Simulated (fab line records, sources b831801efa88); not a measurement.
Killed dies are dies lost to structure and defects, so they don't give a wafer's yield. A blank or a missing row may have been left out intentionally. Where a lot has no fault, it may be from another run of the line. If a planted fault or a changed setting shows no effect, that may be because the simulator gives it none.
fab line records	flow sky130
record: lots: 5	wafers: 15	last_day: 50
route steps=708 shown GATE_OXIDE@187 PAD_OPEN@708
lots with no fault: from the same line, run without faults
start_h: start of the lot's first displayed wafer, in hours after the record's first day	wait_h: hours elapsed since this lot's preceding step	" identical to the entry in the row above	L1.1+2: one row covering several wafers at once	- no value present, or no start provided	* or withheld: withheld	< > ~ a bound
route shown NAME@n: NAME is a module with steps in the file, n the number in the route of the first one	usual: the fault-free wafers' mean and standard deviation	same: alike in all rows	chamber/n: place in a boat	sites: the reading at each site	_std_site: their standard deviation	_edge_site: inner sites' mean taken away from outer sites' mean	radius_mm: for every site, how far away it sits from the centre of the wafer	mask NAME#n: copy n	behind: tool/chamber where the wafer was last shaped	hold: why the lot went on hold/how many hours it stayed there/how the hold came to an end	device: the transistor (n, p or np) that didn't switch	end of line: the tests these same wafers got at the end of their route	step lacking rows: just its recipe	killed: count of dies lost to structure and defects at first sort (not the wafer's yield)	map: shows each die of a wafer: x if killed, . if not, _ if none is there
set.NAME: the setting the step ran with; set.NAME@STEP: the setting that earlier step ran with	model.NAME: the simulator's own value behind a step, which no gauge read
a table for each step, a row for each wafer; lots at some steps of the route
services: the hour from which a tool's chamber was out of use, counted from the record's first day as start_h (under 0 if before that day), plus the number of hours and why
== steps ==
step: SKY_GATE_OXIDE_CLEAN_00
recipe: chemistry: SC1/SC2	mix: 1:4:20	temp_c: 70	time_s: 150	dry: n2_spin
step: SKY_GATE_OXIDE_OXIDATION_01
recipe: temp_c: 900	ambient: O2	stabilise_s: 600	purge_s: 300	target_thk_a: 102.68	ox_time_s: 1473
step: SKY_GATE_OXIDE_THK_MEAS_02
recipe: reads: SiO2_of_GATE_OXIDE_OXIDATION_01
usual: GATE_OXIDE_OXIDATION_00_THK: 10.17/0.17
lot.wafer	tool	chamber	start_h	wait_h	GATE_OXIDE_OXIDATION_00_THK[nm]
L853.2	film_metro-04	-	298.86	0.0	10.42
L853.4	"	-	"	"	10.28
L853.6	"	-	"	"	10.41
L855.1	film_metro-02	-	318.50	0.0	10.33
L855.2	"	-	"	"	10.29
L855.5	"	-	"	"	10.30
L871.1	film_metro-02	-	453.83	0.0	10.31
L871.4	"	-	"	"	10.33
L871.6	"	-	"	"	10.26
L873.2	film_metro-02	-	464.07	0.0	10.04
L873.4	"	-	"	"	9.73
L873.5	"	-	"	"	10.10
L874.3	film_metro-03	-	470.51	0.0	10.56
L874.5	"	-	"	"	10.31
L874.6	"	-	"	"	10.27
step: SKY_GATE_OXIDE_DEHYDRATE_03
recipe: temp_c: 200	time_s: 60
step: SKY_GATE_OXIDE_HMDS_04
recipe: prime_time_s: 60	prime_temp_c: 120
step: SKY_GATE_OXIDE_COAT_05
recipe: resist: NOVOLAK	spin_rpm: 3000	resist_thk_nm: 1140
step: SKY_GATE_OXIDE_SOFTBAKE_06
recipe: temp_c: 90	time_s: 60	resist: NOVOLAK
step: SKY_GATE_OXIDE_EXPOSE_07
recipe: mask_id: LVOM	na: 0.6	source_shape: conventional	sigma_outer: 0.6	polarization: unpolarized	target_cd_nm: 600	dose_mj: 170
step: SKY_GATE_OXIDE_PEB_08
recipe: temp_c: withheld	time_s: *	resist: NOVOLAK
step: SKY_GATE_OXIDE_DEVELOP_09
recipe: resist: NOVOLAK	developer: TMAH	develop_time_s: 60	dev_temp_c: 23
step: SKY_GATE_OXIDE_OVL_MEAS_10
usual: GATE_OXIDE_OVL: 1.0/1.3
lot.wafer	tool	chamber	start_h	wait_h	GATE_OXIDE_OVL[nm]
L853.2	overlay-02	-	324.24	0.1	0.2
L853.4	"	-	"	"	2.1
L853.6	"	-	"	"	1.8
L855.1	overlay-02	-	344.74	0.1	1.4
L855.2	"	-	"	"	-0.4
L855.5	"	-	"	"	0.7
L871.1	overlay-01	-	484.09	0.1	-0.1
L871.4	"	-	"	"	0.3
L871.6	"	-	"	"	2.5
L873.2	overlay-01	-	494.39	0.1	-1.0
L873.4	"	-	"	"	-1.9
L873.5	"	-	"	"	-1.4
L874.3	overlay-01	-	500.56	0.1	1.9
L874.5	"	-	"	"	4.9
L874.6	"	-	"	"	2.2
step: SKY_GATE_OXIDE_IMPLANT_11
recipe: species: B	energy_kev: 10	dose_cm2: 2.6e+12	tilt_deg: withheld
step: SKY_GATE_OXIDE_WET_ETCH_12
recipe: chemistry: dHF	target_depth_nm: 16.8	dry: n2_spin	target: SiO2	dilution: 100:1	temp_c: 25	time_s: 336
usual: run_length_s: 364/3.9
lot.wafer	tool	chamber	start_h	wait_h	run_length_s	model.SiO2_of_FIELD_ISO_CVD_24.thk_nm
L853.2	wet_bench-01	1	324.42	0.1	359	362.8
L853.4	"	1	"	"	359	361.3
L853.6	"	1	"	"	359	363.8
L855.1	wet_bench-03	2	344.92	0.1	369	364
L855.2	"	2	"	"	369	364.2
L855.5	"	2	"	"	369	365
L871.1	wet_bench-03	2	484.27	0.1	173	373.5
L871.4	"	2	"	"	173	374.5
L871.6	"	2	"	"	173	373
L873.2	wet_bench-04	1	494.57	0.1	369	364.5
L873.4	"	1	"	"	369	364.7
L873.5	"	1	"	"	369	365.9
L874.3	wet_bench-04	1	500.73	0.1	370	363.1
L874.5	"	1	"	"	370	363.6
L874.6	"	1	"	"	370	364.9
step: SKY_GATE_OXIDE_STRIP_13
recipe: chemistry: O2/N2	power_w: 1400	pressure_mtorr: 1500	platen_temp_c: withheld	o2_flow_sccm: 3000	n2_flow_sccm: 300	overash_fraction: 0.5
usual: chamber_pressure_mTorr: 1500.1/1.4	drypump_motor_current_A: 5.7/0.49	n2_flow_sccm: 300.0/0.93	oes_product_au: 0.716/0.0048	strip_time_to_endpoint_s: 14.20/0.042
lot.wafer	tool	chamber	start_h	wait_h	chamber_pressure_mTorr	drypump_motor_current_A	n2_flow_sccm	oes_product_au	rf_hours_counter_h	strip_time_to_endpoint_s
L853.2	plasma_asher-02	1	324.52	0.0	1500.0	5.4	300.6	0.716	51	14.28
L853.4	"	0	"	"	1500.1	5.7	300.6	0.717	-	14.25
L853.6	"	0	"	"	1501.0	5.7	300.3	0.725	-	14.26
L855.1	plasma_asher-03	0	345.03	0.0	1499.9	6.5	300.6	0.722	63	14.20
L855.2	"	1	"	"	1498.3	5.0	300.8	0.721	63	14.19
L855.5	"	0	"	"	1498.0	6.5	300.1	0.718	-	14.21
L871.1	plasma_asher-03	0	484.37	0.1	1499.0	6.5	301.0	0.716	5	14.17
L871.4	"	0	"	"	1501.7	6.5	299.2	0.713	-	14.17
L871.6	"	1	"	"	1502.4	5.0	301.3	0.721	-	14.18
L873.2	plasma_asher-02	0	494.68	0.0	1501.4	5.7	301.3	0.715	69	14.15
L873.4	"	1	"	"	1499.8	5.5	300.0	0.716	-	14.19
L873.5	"	0	"	"	1500.1	5.7	299.4	0.714	-	14.14
L874.3	plasma_asher-02	0	500.88	0.0	1498.3	5.7	297.7	0.715	-	14.14
L874.5	"	1	"	"	1501.9	5.5	300.9	0.711	-	14.13
L874.6	"	0	"	"	1499.3	5.7	300.9	0.721	-	14.18
step: SKY_GATE_OXIDE_TW_MEAS_14
usual: GATE_OXIDE_TW: 222.6/2.3
lot.wafer	tool	chamber	start_h	wait_h	GATE_OXIDE_TW
L853.2	film_metro-02	-	324.63	0.1	223.6
L853.4	"	-	"	"	223.9
L853.6	"	-	"	"	224.3
L855.1	film_metro-04	-	345.13	0.1	219.0
L855.2	"	-	"	"	218.4
L855.5	"	-	"	"	219.9
L871.1	film_metro-02	-	484.47	0.1	223.0
L871.4	"	-	"	"	224.2
L871.6	"	-	"	"	222.6
L873.2	film_metro-04	-	494.79	0.1	219.8
L873.4	"	-	"	"	221.5
L873.5	"	-	"	"	219.8
L874.3	film_metro-04	-	500.96	0.1	220.6
L874.5	"	-	"	"	219.3
L874.6	"	-	"	"	219.5
step: SKY_GATE_OXIDE_CLEAN_15
recipe: chemistry: SC1/SC2	mix: 1:4:20	temp_c: 70	time_s: 150	dry: n2_spin
same: time_s: 150
lot.wafer	tool	chamber	start_h	wait_h	model.SiO2_of_FIELD_ISO_CVD_24.thk_nm
L853.2	wet_bench-04	1	324.68	0.0	362.1
L853.4	"	1	"	"	360.6
L853.6	"	1	"	"	363.1
L855.1	wet_bench-01	1	345.19	0.1	363.3
L855.2	"	1	"	"	363.6
L855.5	"	1	"	"	364.3
L871.1	wet_bench-04	3	484.53	0.1	372.8
L871.4	"	3	"	"	373.9
L871.6	"	3	"	"	372.3
L873.2	wet_bench-01	3	494.84	0.0	363.8
L873.4	"	3	"	"	364
L873.5	"	3	"	"	365.2
L874.3	wet_bench-03	2	501.00	0.0	362.5
L874.5	"	2	"	"	362.9
L874.6	"	2	"	"	364.3
step: SKY_GATE_OXIDE_OXIDATION_16
recipe: temp_c: 800	ambient: O2	idle_temp_c: 700	ramp_up_c_per_min: 10	ramp_down_c_per_min: 3	stabilise_s: 600	purge_s: 300	target_thk_a: 35.7	ox_time_s: 1915
step: SKY_PAD_OPEN_PROBE_99
usual: killed_at_M0_to_M3: 44/6.9	killed_at_M4_up: 3.3/1.8	killed_at_contacts: 24/5	killed_at_front_end: 16/4.6	killed_at_other: 0.2/0.42	killed_dies: 88/9.2	killed_on_rim: 17/3.5	killed_open: 48/7.3	killed_short: 40/6.5
same: gross_dies: 492	killed_at_back_side: 0
lot.wafer	tool	chamber	start_h	wait_h	hold	killed_at_M0_to_M3	killed_at_M4_up	killed_at_contacts	killed_at_front_end	killed_at_other	killed_dies	killed_on_rim	killed_open	killed_short
L853.2	prober-01	-	1087.13	0.1	-	54	3	18	11	0	86	16	42	44
L853.4	prober-01	-	1087.23	0.2	-	42	3	24	17	1	87	13	52	35
L853.6	prober-01	-	1087.33	0.2	-	53	6	20	15	0	94	14	47	47
L855.1	prober-02	-	1112.19	0.1	-	30	2	26	19	1	78	13	39	37
L855.2	prober-02	-	1112.24	0.1	-	33	3	27	21	0	84	16	40	43
L855.5	prober-02	-	1112.39	0.2	-	53	1	21	13	0	88	16	58	28
L871.1	prober-01	-	1187.90	0.1	await_dispo/3.0h/scrap	47	4	13	428	0	492	96	37	46
L871.4	prober-01	-	1188.05	0.2	await_dispo/3.0h/scrap	42	2	21	427	0	492	96	52	31
L871.6	prober-01	-	1188.15	0.2	await_dispo/3.0h/scrap	41	2	25	423	1	492	96	48	43
L873.2	prober-01	-	1195.88	0.1	-	49	4	23	16	0	92	19	46	46
L873.4	prober-01	-	1195.98	0.2	-	41	3	26	17	1	88	16	55	32
L873.5	prober-01	-	1196.03	0.2	-	52	1	22	12	0	87	21	41	46
L874.3	prober-02	-	1198.24	0.2	-	44	0	25	10	0	79	13	50	29
L874.5	prober-02	-	1198.34	0.2	-	37	2	29	12	0	80	16	45	35
L874.6	prober-02	-	1198.39	0.2	-	56	4	24	10	1	95	18	49	46
killed by level:class
L853.2 VIA2:geometric_particle:open=11 VIA1:geometric_particle:open=9 CONTACT:geometric_particle:open=7 METAL1:geometric_particle:short=7 LI_CONTACT:geometric_particle:short=5 METAL2:geometric_particle:short=5 METAL3:geometric_particle:short=5 CONTACT:geometric_particle:short=4
L853.4 CONTACT:geometric_particle:open=12 VIA1:geometric_particle:open=9 VIA2:geometric_particle:open=7 VIA1:geometric_particle:short=6 POLY_GATE:geometric_particle:open=5 POLY_GATE:geometric_particle:short=5 VIA3:geometric_particle:open=5 LI_CONTACT:geometric_particle:open=4
L853.6 VIA1:geometric_particle:short=10 LI_CONTACT:geometric_particle:open=8 VIA2:geometric_particle:open=8 FIELD_ISO:geometric_particle:short=7 VIA1:geometric_particle:open=7 VIA3:geometric_particle:open=7 CONTACT:geometric_particle:short=5 METAL1:geometric_particle:short=5
L855.1 LI_CONTACT:geometric_particle:open=10 VIA1:geometric_particle:open=8 CONTACT:geometric_particle:short=6 CONTACT:geometric_particle:open=5 VIA2:geometric_particle:open=5 FIELD_ISO:geometric_particle:short=4 VIA1:geometric_particle:short=4 METAL2:geometric_particle:short=4
L855.2 LI_CONTACT:geometric_particle:open=8 CONTACT:geometric_particle:open=8 VIA1:geometric_particle:open=8 METAL1:geometric_particle:short=8 CONTACT:geometric_particle:short=6 VIA3:geometric_particle:short=6 FIELD_ISO:geometric_particle:short=4 FIELD_ISO:geometric_particle:open=4
L855.5 VIA1:geometric_particle:open=13 VIA2:geometric_particle:open=11 LI_CONTACT:geometric_particle:open=9 CONTACT:geometric_particle:open=6 FIELD_ISO:geometric_particle:open=5 VIA2:geometric_particle:short=5 METAL1:geometric_particle:short=4 VIA3:geometric_particle:open=3
L871.1 GATE_OXIDE:area_etch=409 METAL2:geometric_particle:short=7 VIA1:geometric_particle:open=7 VIA1:geometric_particle:short=6 VIA3:geometric_particle:short=6 FIELD_ISO:geometric_particle:short=5 VIA2:geometric_particle:short=5 VIA3:geometric_particle:open=5
L871.4 GATE_OXIDE:area_etch=409 VIA1:geometric_particle:open=12 VIA2:geometric_particle:open=10 LI_CONTACT:geometric_particle:open=9 VIA3:geometric_particle:open=6 FIELD_ISO:geometric_particle:short=5 CONTACT:geometric_particle:open=5 VIA1:geometric_particle:short=5
L871.6 GATE_OXIDE:area_etch=400 VIA2:geometric_particle:open=9 CONTACT:geometric_particle:open=9 VIA1:geometric_particle:open=9 FIELD_ISO:geometric_particle:short=8 POLY_GATE:geometric_particle:open=7 CONTACT:geometric_particle:short=6 METAL2:geometric_particle:short=6
L873.2 VIA1:geometric_particle:open=8 CONTACT:geometric_particle:open=8 METAL1:geometric_particle:short=8 METAL2:geometric_particle:short=8 POLY_GATE:geometric_particle:open=6 VIA2:geometric_particle:open=6 POLY_GATE:geometric_particle:short=5 VIA3:geometric_particle:open=5
L873.4 LI_CONTACT:geometric_particle:open=12 VIA1:geometric_particle:open=9 VIA2:geometric_particle:open=9 CONTACT:geometric_particle:open=8 LI_CONTACT:geometric_particle:short=4 VIA1:geometric_particle:short=4 METAL2:geometric_particle:short=4 VIA3:geometric_particle:open=4
L873.5 METAL2:geometric_particle:short=11 VIA1:geometric_particle:open=7 METAL3:geometric_particle:short=7 VIA3:geometric_particle:open=6 LI_CONTACT:geometric_particle:open=6 CONTACT:geometric_particle:open=6 VIA2:geometric_particle:open=5 CONTACT:geometric_particle:short=5
L874.3 CONTACT:geometric_particle:open=14 VIA1:geometric_particle:open=13 METAL2:geometric_particle:short=8 VIA3:geometric_particle:open=6 METAL1:geometric_particle:short=5 VIA2:geometric_particle:open=5 CONTACT:geometric_particle:short=4 LOCAL_INTERCONNECT:geometric_particle:short=3
L874.5 CONTACT:geometric_particle:open=14 VIA1:geometric_particle:open=9 LOCAL_INTERCONNECT:geometric_particle:short=7 FIELD_ISO:geometric_particle:short=5 VIA2:geometric_particle:open=5 VIA1:geometric_particle:short=5 CONTACT:geometric_particle:short=4 METAL2:geometric_particle:open=4
L874.6 VIA1:geometric_particle:open=11 CONTACT:geometric_particle:open=10 METAL2:geometric_particle:short=10 METAL1:geometric_particle:short=8 VIA3:geometric_particle:short=7 VIA3:geometric_particle:open=7 POLY_GATE:geometric_particle:open=5 LI_CONTACT:geometric_particle:open=4
map L871.1 (x killed, . not)
__________xxxxxxxxxx_________
________xxxxxxxxxxxxxx_______
______xxxxxxxxxxxxxxxxxx_____
_____xxxxxxxxxxxxxxxxxxxx____
____xxxxxxxxxxxxxxxxxxxxxx___
___xxxxxxxxxxxxxxxxxxxxxxxx__
__xxxxxxxxxxxxxxxxxxxxxxxxxx_
_xxxxxxxxxxxxxxxxxxxxxxxxxxxx
_xxxxxxxxxxxxxxxxxxxxxxxxxxxx
_xxxxxxxxxxxxxxxxxxxxxxxxxxxx
_xxxxxxxxxxxxxxxxxxxxxxxxxxxx
_xxxxxxxxxxxxxxxxxxxxxxxxxxxx
_xxxxxxxxxxxxxxxxxxxxxxxxxxxx
_xxxxxxxxxxxxxxxxxxxxxxxxxxxx
_xxxxxxxxxxxxxxxxxxxxxxxxxxxx
__xxxxxxxxxxxxxxxxxxxxxxxxxx_
___xxxxxxxxxxxxxxxxxxxxxxxx__
____xxxxxxxxxxxxxxxxxxxxxx___
_____xxxxxxxxxxxxxxxxxxxx____
______xxxxxxxxxxxxxxxxxx_____
________xxxxxxxxxxxxxx_______
__________xxxxxxxxxx_________
map L855.5 (x killed, . not)
__________.x..x....x_________
________...........x.._______
______...x.x..x.....x..._____
_____.....x........xx..x.____
____x..x...x...........x.x___
___..x.x..x....x...x...x...__
__...........x...........x.._
_..............x.............
_.x........................x.
_x......x......xx...xx.x...xx
_.....x..x.x..x...x..........
_x....x......x......xx..xx...
_..........x...xx.........xx.
_.........x....x..x..x..x...x
_.................x..x.x.....
__....................x.xxxx_
___.xxx.....x.......x..x...__
____..x..x.x....x....x....___
_____....x....x...x..x...____
______................x._____
________...xx...x....._______
__________.x........_________
== services ==
tool	chamber	start_h	hours	kind
wet_bench-01	-	316.01	0.6	repair
plasma_asher-03	-	398.08	4.0	repair
wet_bench-01	-	399.42	2.6	repair
plasma_asher-03	-	421.25	9.0	pm
plasma_asher-03	0	421.25	9.0	vent_cycle
plasma_asher-03	1	421.25	9.0	vent_cycle
plasma_asher-03	0	430.25	-	clean
plasma_asher-03	1	430.25	-	clean
wet_bench-03	-	445.92	1.2	repair
plasma_asher-03	-	491.41	2.8	pm
wet_bench-01	-	500.62	7.1	repair
== key ==
first_sign: step: SKY_GATE_OXIDE_WET_ETCH_12	reading: run_length_s	direction: down	sigmas: 49	usual: *	struck: *
effect: step: SKY_PAD_OPEN_PROBE_99	reading: killed_at_front_end	direction: up	sigmas: 89	usual: 16	struck: 426
model_effect: step: SKY_GATE_OXIDE_WET_ETCH_12	value: SiO2_of_FIELD_ISO_CVD_24.thk_nm	without: 363.3	struck: 373.7
model_effect: step: SKY_GATE_OXIDE_CLEAN_15	value: SiO2_of_FIELD_ISO_CVD_24.thk_nm	without: 362.7	struck: 373
more_kills_born_at: SKY_GATE_OXIDE_WET_ETCH_12@wet_bench-03: 1218
met_at SKY_GATE_OXIDE_WET_ETCH_12
struck_wafers L871.1,L871.4,L871.6
later_rows_left_out L871.1,L871.4,L871.6
tester_left_out L871
onset_between 344.92 484.27
fault: kind: process_parameter_drift	tool: wet_bench-03	chamber: 2	onset_h: 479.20	steps: SKY_GATE_OXIDE_WET_ETCH_12	channel: time_s	offset: *	shape: step	end_h: 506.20	acts_in: *	stated: *
tester_left_out: of these lots the tester's yield and bins aren't shown, on N5 and GAA mostly nor the transistor test; their killed dies are dies lost to structure and defects alone, not to doping, threshold or leakage, so they don't give the yield
later_rows_left_out: the simulator's readings of these wafers behind a module that went badly wrong aren't trusted and aren't shown, but for the sort
